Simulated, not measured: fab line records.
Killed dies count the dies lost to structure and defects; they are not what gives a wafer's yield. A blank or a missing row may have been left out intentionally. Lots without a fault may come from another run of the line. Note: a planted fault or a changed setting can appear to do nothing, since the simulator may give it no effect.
A lot that was struck, set against a sound lot :: flow sky130 :: 16 out of 708 route steps
Sound: these wafers, L856.1, L856.2, L856.6. The struck wafers were L864.1, L864.2, L864.4. The cause is named last.
For every step that has rows: the tool of each side, followed by ch and its chambers, followed by its first start. Under that, the readings that differ: sound wafers :: struck wafers :: difference of the means :: sigmas: that difference in standard deviations of wafers without a fault.
alike: readings with means less than 2 such deviations apart, plus words and numbers identical on both sides. not compared: withheld readings, readings lacking a value on some wafer, bounds such as >300 that could conceal the same value, and numbers that have no deviation in the record and whose values overlap.
The two part at a step that has a row with sigmas, a row that says differs or no value, or rows on one side only. Numbers that don't overlap but have no deviation are shown without sigmas and don't part them. A reading missing from all wafers of one side parts the sides only when that side holds two or more wafers.

SKY_NWELL_RS_MEAS_29: uses a four-point probe to measure.
  sound: film_metro-01 at day 7 07:16; struck: film_metro-01 at day 9 11:40
  alike: NWELL_RS
SKY_NWELL_RS_MEAS_31: uses a four-point probe to measure.
  sound: film_metro-01 at day 7 07:30; struck: film_metro-01 at day 9 11:54
  alike: PWDE_RS
then, 7 steps without rows for these wafers: SKY_VT_ADJUST_HVTP_DEHYDRATE_00 (time 60 s); SKY_VT_ADJUST_HVTP_HMDS_01 (prime time 60 s); SKY_VT_ADJUST_HVTP_COAT_02 (resist thk 1140 nm); SKY_VT_ADJUST_HVTP_SOFTBAKE_03 (time 60 s); SKY_VT_ADJUST_HVTP_EXPOSE_04 (exposes mask HVTPM, target cd 380 nm); SKY_VT_ADJUST_HVTP_PEB_05; SKY_VT_ADJUST_HVTP_DEVELOP_06 (develop time 60 s).
SKY_VT_ADJUST_HVTP_CD_MEAS_07: the cd target is 380 nm.
  sound: cd_sem-02 at day 8 03:16; struck: cd_sem-02 at day 10 09:25
  alike: cd_nm
SKY_VT_ADJUST_HVTP_OVL_MEAS_08:
  sound: overlay-02 at day 8 03:23; struck: overlay-01 at day 10 09:32
  alike: VT_ADJUST_HVTP_OVL
SKY_VT_ADJUST_HVTP_IMPLANT_09:
  sound on implanter-03 ch 0, day 8 03:26; struck on implanter-03 ch 0, day 10 09:34
reading: beam_energy_keV
sound: 150.09 149.98 150.01
struck: 165.91 165.89 165.89
difference: +15.87
sigmas: +99 or more

reading: model.implant.rp_nm (nm)
sound: 82.91 82.91 82.91
struck: 92.19 92.19 92.19
difference: +9.28
sigmas: 

reading: model.implant.drp_nm (nm)
sound: 33.4 33.4 33.4
struck: 36.3 36.3 36.3
difference: +2.9
sigmas: 
  alike: beam_on_s
SKY_VT_ADJUST_HVTP_STRIP_10: strips in O2/N2.
  sound on plasma_asher-02 ch 0,1, day 8 03:35; struck on plasma_asher-01 ch 0,1, day 10 09:43
  alike: drypump_motor_current_A, oes_product_au, strip_time_to_endpoint_s
  not compared: rf_hours_counter_h
SKY_VT_ADJUST_HVTP_TW_MEAS_11:
  sound: film_metro-01 at day 8 03:41; struck: film_metro-01 at day 10 09:49
reading: VT_ADJUST_HVTP_TW
sound: 1354 1349 1347
struck: 1388 1393 1388
difference: +40
sigmas: +3
then, 1 step without rows for these wafers: SKY_VT_ADJUST_LVTN_DEHYDRATE_00 (time 60 s).
-- a jump in the record: the struck wafers' starts before and after are 39 days apart (it breaks off in module VT_ADJUST_LVTN and resumes in module PAD_OPEN, where the first step shown is number 708 of the route) --
SKY_PAD_OPEN_PROBE_99:
  sound: prober-02 at day 47 18:57; struck: prober-01 at day 49 18:41
reading: killed_at_other
sound: 0 0 0
struck: 1 2 1
difference: +1
sigmas: +2

reading: model.etest.tip_p.rs_ohm_sq
sound: 6908 6880 6889
struck: 6634 6524 6536
difference: -328
sigmas: 

reading: model.etest.pfet_01v8.r_on_ohm_um
sound: 2912 2842 2944
struck: 2735 2746 2732
difference: -162
sigmas: 

reading: model.etest.pfet_01v8.drive_ua_um
sound: 192.6 199.8 189.9
struck: 208.3 211.2 208.8
difference: +15.3
sigmas: 

reading: model.etest.pfet_01v8_mvt.drive_ua_um
sound: 152.2 154.7 151.4
struck: 164.4 165 165.3
difference: +12.1
sigmas: 

reading: model.etest.pfet_01v8_hvt.drive_ua_um
sound: 141.7 148 141.7
struck: 154.4 155.3 156.1
difference: +11.5
sigmas: 

reading: model.etest.sram_pfet_latch.drive_ua_um
sound: 140.4 145.2 142
struck: 158.2 159.6 159.6
difference: +16.6
sigmas: 

reading: model.etest.pfet_01v8_mvt.off_log10_a_um
sound: -10.34 -10.17 -10.51
struck: -9.304 -9.185 -9.171
difference: +1.120
sigmas: 

reading: model.etest.pfet_01v8.off_log10_a_um
sound: -9.519 -8.836 -9.518
struck: -8.6 -8.615 -8.457
difference: +0.7
sigmas: 
  alike: killed_at_M0_to_M3, killed_at_M4_up, killed_at_contacts, killed_at_front_end, killed_dies, killed_open, killed_short

## WHERE THEY PART
Earliest at SKY_VT_ADJUST_HVTP_IMPLANT_09; latest, in this record, at SKY_PAD_OPEN_PROBE_99.

WHY: the cause the simulator had injected
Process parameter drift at SKY_VT_ADJUST_HVTP_IMPLANT_09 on implanter-03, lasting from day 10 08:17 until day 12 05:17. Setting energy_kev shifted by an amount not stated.
